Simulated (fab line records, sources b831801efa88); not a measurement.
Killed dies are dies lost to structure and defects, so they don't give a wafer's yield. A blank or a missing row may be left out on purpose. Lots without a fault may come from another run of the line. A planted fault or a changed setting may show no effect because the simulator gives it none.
One fault seen from 2 desks | flow gf180mcu | each desk has only its own numbers; what lay behind them comes last

THE TOOL OWNER'S DESK: pvd_sputter-01
The tool's own readings at GF_V5_SPUTTER_21 (material Ti, target thk 15 nm, time 80.02 s): means of the sampled wafers that have a number, for each lot that ran on this tool. A lot is out of limits, marked OUT, if its mean lies more than 4 standard deviations from the usual mean; the brackets give that distance.
Columns: A = chamber_pressure_pa at GF_V5_SPUTTER_21, usual 5.000 Pa; B = throttle_valve_pct at GF_V5_SPUTTER_21, usual 29.7 %
lot  | first seen here | A               | B
L631 | day 28 04:05    | 5.001           | 29.6
L636 | day 29 18:53    | 4.561 (-48) OUT | 30.7
L638 | day 30 07:35    | 4.564 (-47) OUT | 30.6
This desk's finding: out of limits on L636, L638; first on L636, day 29 18:53 (chamber_pressure_pa at GF_V5_SPUTTER_21). In limits: L631.

THE METROLOGY DESK
What the gauges read, lot by lot, whatever tool the lot ran on: means of the sampled wafers that have a number. A lot is out of limits, marked OUT, if its mean lies more than 4 standard deviations from the usual mean; the brackets give that distance.
Columns: A = cd_nm at GF_V5_CD_MEAS_14, usual 260.3 nm; B = V5_OVL at GF_V5_OVL_MEAS_15, usual -6 nm
lot  | first seen here | A     | B
L629 | day 27 10:32    | 259.4 | -13
L631 | day 28 03:14    | 259.0 | -2
L636 | day 29 18:06    | 260.3 | -9
L638 | day 30 06:47    | 259.8 | -7
L640 | day 30 21:33    | 260.7 | -3
L648 | day 32 17:09    | 259.9 | -5
This desk's finding: nothing out of limits on any of the 6 lots.

PUT TOGETHER
The tool owner's desk could have raised an alarm at day 29 18:53, on L636, L638.
The metrology desk saw nothing out of limits.
The metrology desk has L636, L638 on record, within its limits.
Of the lots named, all ran GF_V5_SPUTTER_21 on pvd_sputter-01.

WHAT THE SIMULATOR HAD PUT IN
Process parameter drift: pvd_sputter-01, from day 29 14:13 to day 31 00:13, at GF_V5_SPUTTER_21. Setting chamber_pressure_pa, moved by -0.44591, from 5. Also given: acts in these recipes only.
Lots struck among those shown: L636, L638.
Hours from the fault's start to each desk's first reading out of limits: the tool owner's desk, 5.
